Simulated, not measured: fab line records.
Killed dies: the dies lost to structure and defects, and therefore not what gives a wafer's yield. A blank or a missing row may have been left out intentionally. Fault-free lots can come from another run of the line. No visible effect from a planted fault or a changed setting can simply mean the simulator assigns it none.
Chamber matching -- flow gf180mcu -- cmp-02 running GF_V3_CMP_26: 4 sister chambers
The step polishes, stops on SiO2, t overpolish 15 s, target thk 0 nm. 4 wafers are shown with their chamber, then 8 later ones without.

== EACH WAFER AND ITS CHAMBER ==
wafer,chamber,motor-current-A (A)
L903.1,0,11.2
L909.4,2,12.2
L910.1,3,11.8
L911.1,1,13.5

== WAFERS WHOSE CHAMBER IS MISSING ==
wafer,motor-current-A (A)
L911.3,11.5
L911.5,11.4
L913.1,10.9
L913.2,12.5
L913.4,13.2
L915.2,13.1
L915.3,11.2
L915.4,11.3

== THE CHAMBER EACH PASSED THROUGH ==
wafer,from the rows above,in truth
L911.3,can't be placed: 0 or 3 or 2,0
L911.5,can't be placed: 0 or 3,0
L913.1,0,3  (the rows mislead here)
L913.2,can't be placed: 2 or 3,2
L913.4,1,1
L915.2,can't be placed: 1 or 2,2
L915.3,0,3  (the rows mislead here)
L915.4,can't be placed: 0 or 3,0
Correct placement for 1 of the 8. Unplaceable from these rows: 5, with the true chamber sitting among the candidates in 5. Number placed wrongly: 2.
How it was worked out, from the rows above alone: a wafer's distance from a chamber is the root of the sum, over the readings, of the square of ((its reading less the chamber's mean) divided by the reading's scatter). The wafer belongs to the nearest chamber; if the next one is less than 2 further off, it can't be placed. Each chamber's mean is taken over the wafers shown for it. The scatter: root of mean squared gap, hidden wafer to nearest shown wafer, with one shown wafer a chamber.
